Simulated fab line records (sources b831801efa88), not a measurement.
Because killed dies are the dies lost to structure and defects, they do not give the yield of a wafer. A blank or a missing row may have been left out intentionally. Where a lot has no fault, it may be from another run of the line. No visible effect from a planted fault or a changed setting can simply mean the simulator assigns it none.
Struck lot and sound lot, side by side | flow sky130 | 26 steps out of a route of 708
Sound: these wafers, L829.2, L829.4, L829.6. Struck: wafer L835.3 (L835.1, L835.6, from the same lot, were not struck and are left out); the cause is given at the end.
Each step with rows lists, per side, the tool, then ch with its chambers, then its first start. Under that, the readings that differ: sound wafers | struck wafers | difference of the means | sigmas: that difference in standard deviations of wafers without a fault.
alike: words and numbers the same on both sides, and readings whose means are apart by under 2 such deviations; not compared: readings that were withheld, readings missing a value for some wafer, numbers with overlapping values and no deviation given by the record, and bounds like >300 which may hide the same value.
Wherever a step has rows on one side only, a row that says differs or no value, or a row with sigmas, the two part there. Numbers that have no deviation but don't overlap get no sigmas and don't part them. Lack of a reading on every wafer of one side parts them only where that side has two or more wafers.

first, 9 steps without rows for these wafers: SKY_LI_CONTACT_ETCH_14 (etches BARC in N2/H2, stops on SiO2, time 45.9 s, target depth 60 nm); SKY_LI_CONTACT_ETCH_15 (etches PSG in C4F8/O2/Ar, stops on Si, target depth 600 nm); SKY_LI_CONTACT_STRIP_16 (strips in O2/N2); SKY_LI_CONTACT_CLEAN_17 (cleans in NMP, time 600 s); SKY_LI_CONTACT_PRE_CLEAN_18 (time 5.6 s); SKY_LI_CONTACT_SPUTTER_19 (material Ti, target thk 20 nm, time 106.37 s); SKY_LI_CONTACT_SPUTTER_20 (material TiN, target thk 20 nm, time 80 s); SKY_LI_CONTACT_CVD_21 (deposits W, target thk 400 nm, time 120.56 s); SKY_LI_CONTACT_CMP_24 (polishes, stops on PSG, t overpolish 20 s, target thk 0 nm).
SKY_LOCAL_INTERCONNECT_SPUTTER_00: material TiN, target thk 100 nm, time 83.3 s.
  sound on pvd sputter-04 at day 31 10:14; struck on pvd sputter-04 at day 33 07:32
  reading                                                | sound          | struck | difference | sigmas
  model.TiN_of_LOCAL_INTERCONNECT_SPUTTER_00.thk nm (nm) | 99 99.49 99.21 | 94.7   | -4.5       |
  alike: throttle valve pct
SKY_LOCAL_INTERCONNECT_RS_MEAS_01: uses a four-point probe to measure.
  sound on film metro-04 at day 31 10:20; struck on film metro-04 at day 33 07:37
  reading                            | sound             | struck | difference | sigmas
  LOCAL_INTERCONNECT_TIN_RS (ohm/sq) | 14.29 14.19 14.25 | 14.96  | +0.72      | +6
SKY_LOCAL_INTERCONNECT_THK_MEAS_02: measures by xrf.
  sound on film metro-04 at day 31 10:26; struck on film metro-04 at day 33 07:44
  reading                         | sound          | struck | difference | sigmas
  LOCAL_INTERCONNECT_TIN_THK (nm) | 99.3 99.6 99.2 | 94.1   | -5.3       | -5
then, 9 steps without rows for these wafers: SKY_LOCAL_INTERCONNECT_DEHYDRATE_03 (time 60 s); SKY_LOCAL_INTERCONNECT_HMDS_04 (prime time 60 s); SKY_LOCAL_INTERCONNECT_COAT_05 (resist thk 60 nm); SKY_LOCAL_INTERCONNECT_COAT_06 (resist thk 450 nm); SKY_LOCAL_INTERCONNECT_SOFTBAKE_07 (time 90 s); SKY_LOCAL_INTERCONNECT_EXPOSE_08 (exposes mask LI1M, target cd 170 nm); SKY_LOCAL_INTERCONNECT_PEB_09; SKY_LOCAL_INTERCONNECT_DEVELOP_10 (develop time 60 s); SKY_LOCAL_INTERCONNECT_ETCH_13 (etches BARC in N2/H2, stops on SiO2, time 45.9 s, target depth 60 nm).
SKY_LOCAL_INTERCONNECT_METAL_ETCH_14: etches TiN in Cl2/BCl3, stops on PSG, target depth 110 nm, time 31.4 s.
  sound on rie metal-01 ch 0,1, day 32 13:55; struck on rie metal-03 ch 1, day 34 09:43
  reading                                        | sound             | struck | difference | sigmas
  oes product au (a.u.)                          | 0.921 0.933 0.932 | 0.912  | -0.017     | -2
  model.LOCAL_INTERCONNECT.feature depth nm (nm) | 99 99.49 99.21    | 94.7   | -4.5       |
  model.etch.depth nm (nm)                       | 99 99.49 99.21    | 94.7   | -4.5       |
  alike: bias w, drypump motor current A, rf fwd power W, throttle valve pct
  not compared: rf hours counter h
then, 1 step without rows for these wafers: SKY_LOCAL_INTERCONNECT_STRIP_15 (strips in O2/N2).
SKY_LOCAL_INTERCONNECT_STRIP_16: strips in post etch residue remover, time 1200 s.
  sound on wet bench-01 ch 1, day 32 14:04; struck on wet bench-02 ch 2, day 34 09:53
  reading                                                | sound             | struck | difference | sigmas
  model.TiN_of_LOCAL_INTERCONNECT_SPUTTER_00.thk nm (nm) | 98.58 99.07 98.79 | 94.29  | -4.52      |
  alike: bath guard temp C
then, 1 step without rows for these wafers: SKY_LOCAL_INTERCONNECT_CLEAN_17 (cleans in IPA, time 180 s).
-- here the record skips 14 days between the struck wafers' starts before and after, leaving off in module LOCAL_INTERCONNECT and picking up in module PAD_OPEN (first step shown: number 708 of the route) --
SKY_PAD_OPEN_PROBE_99:
  sound on prober-01 at day 47 11:05; struck on prober-01 at day 48 21:11
  reading                        | sound             | struck | difference | sigmas
  model.etest.res li.line ohm um | 76.84 77.84 76.44 | 80.09  | +3.05      |
  model.etest.res li.rs ohm sq   | 12.97 12.89 12.97 | 13.43  | +0.49      |
  alike: killed_at_M0_to_M3, killed_at_M4_up, killed at contacts, killed at front end, killed at other, killed dies, killed open, killed short

WHERE THEY PART
Last at SKY_LOCAL_INTERCONNECT_METAL_ETCH_14 as far as this record goes, first at SKY_LOCAL_INTERCONNECT_RS_MEAS_01. Later steps at which nothing parts them and some readings are alike: SKY_LOCAL_INTERCONNECT_STRIP_16, SKY_PAD_OPEN_PROBE_99.

WHY: whatever the simulator had introduced
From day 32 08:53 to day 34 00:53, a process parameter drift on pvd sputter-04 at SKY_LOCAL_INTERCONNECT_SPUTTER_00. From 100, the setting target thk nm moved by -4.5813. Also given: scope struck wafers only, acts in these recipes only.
